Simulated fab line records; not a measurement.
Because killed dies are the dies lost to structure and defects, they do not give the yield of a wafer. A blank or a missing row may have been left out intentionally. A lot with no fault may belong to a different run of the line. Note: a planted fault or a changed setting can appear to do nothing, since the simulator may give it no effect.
What tool caused it? ; flow sky130 ; 13 lots with 39 wafers sampled at 3 steps, on a route of 708 steps

== WHAT THE GAUGES SHOWED, per wafer ==
SKY_LOCAL_INTERCONNECT_OVL_MEAS_12. Usual: LOCAL_INTERCONNECT_OVL typically reads 3 nm, with standard deviation 5.8.
lot;measured;on;LOCAL_INTERCONNECT_OVL (nm);flag
L758;day 31 02:32;overlay-01;-2 -9 3;
L759;day 32 00:41;overlay-02;1 1 3;
L761;day 32 02:05;overlay-02;4 8 4;
L763;day 32 14:23;overlay-02;1 0 -3;
L764;day 32 17:56;overlay-01;5 -2 -4;
L765;day 33 04:50;overlay-01;9 -3 2;
L766;day 33 14:59;overlay-01;2 4 5;
L768;day 34 02:47;overlay-01;-5 -1 -6;
L772;day 35 12:01;overlay-02;7 4 -1;
L777;day 36 18:16;overlay-01;3 3 -4;
L778;day 36 20:09;overlay-01;14 14 9;
L780;day 37 03:24;overlay-02;-4 -3 -8;
L781;day 37 10:14;overlay-01;11 11 14;

SKY_VIA1_CD_MEAS_12: target cd 150 nm. Usual: cd-nm 150.4 nm, standard deviation 1.2.
lot;measured;on;cd-nm (nm);flag
L758;day 34 16:01;cd-sem-01;148.9 149.8 147.7;
L759;day 35 14:05;cd-sem-02;149.1 152.4 150.6;
L761;day 35 14:46;cd-sem-02;150.6 150.0 150.0;
L763;day 36 01:49;cd-sem-01;150.3 152.0 150.6;
L764;day 36 05:40;cd-sem-01;150.7 152.7 151.2;
L765;day 36 15:35;cd-sem-01;150.2 151.9 150.7;
L766;day 37 02:46;cd-sem-02;150.2 149.1 151.9;
L768;day 37 14:26;cd-sem-02;150.1 151.9 151.6;
L772;day 38 21:50;cd-sem-01;150.5 149.9 149.2;
L777;day 40 02:37;cd-sem-02;150.3 148.1 150.4;
L778;day 40 03:28;cd-sem-02;150.5 149.7 150.8;
L780;day 40 11:33;cd-sem-01;149.1 149.4 147.6;
L781;day 40 17:47;cd-sem-02;148.7 148.7 150.5;

== TOOL THAT RAN EACH LOT (tool first, then ch and the chambers of the sampled wafers, then the start) ==
lot;SKY_CONTACT_CVD_00
L758;pecvd-04 ch 0,1,2, day 31 03:16
L759;pecvd-01 ch 0,1,2, day 32 01:28
L761;pecvd-04 ch 0,1,2, day 32 02:52
L763;pecvd-02 ch 1,2, day 32 15:19
L764;pecvd-01 ch 1,2, day 32 18:43
L765;pecvd-02 ch 0,1,2, day 33 05:35
L766;pecvd-01 ch 0,1, day 33 15:44
L768;pecvd-02 ch 0,2, day 34 03:31
L772;pecvd-01 ch 0,1,2, day 35 13:11
L777;pecvd-04 ch 1,2, day 36 19:01
L778;pecvd-01 ch 0,1,2, day 36 20:55
L780;pecvd-04 ch 0,1,2, day 37 04:20
L781;pecvd-02 ch 0,2, day 37 11:05
- SKY_CONTACT_CVD_00: deposits Si3N4, target thk 75 nm.

== AS READ BY THE TOOLS THEMSELVES (means over the sampled wafers that have a number; for cases with no such wafer, the mark the record gives instead) ==
SKY_CONTACT_CVD_00. Usual: heater-power-w 742 W, standard deviation 110.
lot;tool;heater-power-w (W);flag
L758;pecvd-04;740;
L759;pecvd-01;794;
L761;pecvd-04;730;
L763;pecvd-02;700;
L764;pecvd-01;849;
L765;pecvd-02;714;
L766;pecvd-01;690;
L768;pecvd-02;673;
L772;pecvd-01;740;
L777;pecvd-04;759;
L778;pecvd-01;812;
L780;pecvd-04;742;
L781;pecvd-02;672;

== THE ANSWER, worked out from the rows above alone ==
Rule: take the mean of a lot's wafers that have a number; if it is more than 3 standard deviations from the usual mean, the lot is off. Also off: a lot with no number at a reading for which 4 or more lots have one. All remaining lots with rows at the step are treated as sound. Order of review: gauges by route order, followed by the tools' own readings, for which a lot's mean as printed above is used. The first step at which some lot is off is used, and at that step the reading that is off furthest; a lot without a number counts as furthest.
No lot is off on any of the readings shown, so nothing can be concluded from this.

== WHAT THE SIMULATOR PUT IN ==
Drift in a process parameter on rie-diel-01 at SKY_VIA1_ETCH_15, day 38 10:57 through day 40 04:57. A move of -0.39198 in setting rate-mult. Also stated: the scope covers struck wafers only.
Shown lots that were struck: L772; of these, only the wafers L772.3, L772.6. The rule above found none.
